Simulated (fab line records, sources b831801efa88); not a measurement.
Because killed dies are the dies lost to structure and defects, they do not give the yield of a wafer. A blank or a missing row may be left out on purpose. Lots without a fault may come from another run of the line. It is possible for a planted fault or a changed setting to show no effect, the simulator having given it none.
Check of tool commonality / flow gf180mcu / Sampled: 14 lots, 42 wafers

## WHY THIS WAS OPENED
GF_VT_IMPLANT_RS_MEAS_47, reading NWELL_RS: flagged on 2 of 14 lots. Fault-free wafers read 484.5 ohm/sq, with a standard deviation of 1.1.
Rule: a lot gets a flag if all its wafers with a number sit over 4 standard deviations from that mean, or if no wafer of it has a number. The other lots count as sound.

lot=L712; measured=day 8 07:54; on=film_metro-02; NWELL_RS (ohm/sq), wafer by wafer=485.3 485.4 484.4; flag=
lot=L713; measured=day 8 17:47; on=film_metro-04; NWELL_RS (ohm/sq), wafer by wafer=485.4 484.2 483.6; flag=
lot=L715; measured=day 9 07:11; on=film_metro-03; NWELL_RS (ohm/sq), wafer by wafer=484.2 483.6 482.6; flag=
lot=L716; measured=day 9 13:56; on=film_metro-04; NWELL_RS (ohm/sq), wafer by wafer=484.0 483.6 484.4; flag=
lot=L717; measured=day 9 19:23; on=film_metro-04; NWELL_RS (ohm/sq), wafer by wafer=486.3 486.6 487.5; flag=
lot=L718; measured=day 10 03:48; on=film_metro-03; NWELL_RS (ohm/sq), wafer by wafer=481.5 482.7 482.5; flag=
lot=L719; measured=day 10 10:44; on=film_metro-04; NWELL_RS (ohm/sq), wafer by wafer=483.6 483.9 483.5; flag=
lot=L721; measured=day 11 01:43; on=film_metro-03; NWELL_RS (ohm/sq), wafer by wafer=484.1 484.7 485.6; flag=
lot=L724; measured=day 11 20:50; on=film_metro-04; NWELL_RS (ohm/sq), wafer by wafer=494.1 493.5 494.3; flag=FLAGGED
lot=L725; measured=day 12 03:47; on=film_metro-03; NWELL_RS (ohm/sq), wafer by wafer=483.8 485.1 484.9; flag=
lot=L726; measured=day 12 14:51; on=film_metro-03; NWELL_RS (ohm/sq), wafer by wafer=492.4 493.3 493.6; flag=FLAGGED
lot=L728; measured=day 12 23:09; on=film_metro-04; NWELL_RS (ohm/sq), wafer by wafer=485.6 486.3 486.6; flag=
lot=L730; measured=day 13 14:10; on=film_metro-03; NWELL_RS (ohm/sq), wafer by wafer=485.9 484.9 486.2; flag=
lot=L733; measured=day 14 09:31; on=film_metro-04; NWELL_RS (ohm/sq), wafer by wafer=484.4 482.7 482.2; flag=
Average over the flagged lots: 493.5 ohm/sq; offset from the usual +9.0 ohm/sq, equal to +8 standard deviations.

## WHICH TOOL RAN EACH LOT
The record keeps 1 process step preceding the reading, out of 602 steps on the route. Read each cell as the tool, then ch plus the chambers that the sampled wafers visited, then the start.
lot=L712; flag=; GF_NWELL_IMPLANT_09=implanter-03 ch 0, day 3 10:50
lot=L713; flag=; GF_NWELL_IMPLANT_09=implanter-03 ch 0, day 3 18:17
lot=L715; flag=; GF_NWELL_IMPLANT_09=implanter-01 ch 0, day 4 04:57
lot=L716; flag=; GF_NWELL_IMPLANT_09=implanter-04 ch 0, day 4 10:27
lot=L717; flag=; GF_NWELL_IMPLANT_09=implanter-01 ch 0, day 4 14:41
lot=L718; flag=; GF_NWELL_IMPLANT_09=implanter-03 ch 0, day 4 22:13
lot=L719; flag=; GF_NWELL_IMPLANT_09=implanter-03 ch 0, day 5 02:38
lot=L721; flag=; GF_NWELL_IMPLANT_09=implanter-04 ch 0, day 5 14:23
lot=L724; flag=FLAGGED; GF_NWELL_IMPLANT_09=implanter-03 ch 0, day 6 06:06
lot=L725; flag=; GF_NWELL_IMPLANT_09=implanter-01 ch 0, day 6 11:10
lot=L726; flag=FLAGGED; GF_NWELL_IMPLANT_09=implanter-03 ch 0, day 6 17:34
lot=L728; flag=; GF_NWELL_IMPLANT_09=implanter-01 ch 0, day 7 02:04
lot=L730; flag=; GF_NWELL_IMPLANT_09=implanter-01 ch 0, day 7 15:14
lot=L733; flag=; GF_NWELL_IMPLANT_09=implanter-01 ch 0, day 8 07:47
These steps, and what they do:
- GF_NWELL_IMPLANT_09
- GF_VT_IMPLANT_RS_MEAS_47: measures by four-point-probe.

## FLAGGED AGAINST TOTAL, ONE TOOL AT A TIME (gauges that did the reading follow at the end)
step=GF_NWELL_IMPLANT_09; tool=implanter-01; lots run=6; flagged=0; share of the flagged lots=none; sound lots run after its first flagged lot=-
step=GF_NWELL_IMPLANT_09; tool=implanter-03; lots run=6; flagged=2; share of the flagged lots=all; sound lots run after its first flagged lot=0
step=GF_NWELL_IMPLANT_09; tool=implanter-04; lots run=2; flagged=0; share of the flagged lots=none; sound lots run after its first flagged lot=-
step=GF_VT_IMPLANT_RS_MEAS_47; tool=film_metro-02; lots run=1; flagged=0; share of the flagged lots=none; sound lots run after its first flagged lot=-
step=GF_VT_IMPLANT_RS_MEAS_47; tool=film_metro-03; lots run=6; flagged=1; share of the flagged lots=some; sound lots run after its first flagged lot=1 (L730)
step=GF_VT_IMPLANT_RS_MEAS_47; tool=film_metro-04; lots run=7; flagged=1; share of the flagged lots=some; sound lots run after its first flagged lot=2 (L728,L733)

## WHAT THE TABLE PERMITS
In the table, 1 row covers all flagged lots: implanter-03 at GF_NWELL_IMPLANT_09.
- implanter-03 at GF_NWELL_IMPLANT_09: 2 of its 6 lots flagged. Last sound lot L719 at day 5 02:38, first flagged lot L724 at day 6 06:06; a fault beginning in between fits.
What remains is a single tool, implanter-03 at GF_NWELL_IMPLANT_09.

## WHAT THE SIMULATOR HAD PUT IN
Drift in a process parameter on implanter-03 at GF_NWELL_IMPLANT_09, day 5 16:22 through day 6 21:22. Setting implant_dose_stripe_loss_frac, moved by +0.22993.
Lots struck among those shown: L724, L726. The same result came from the rule above.
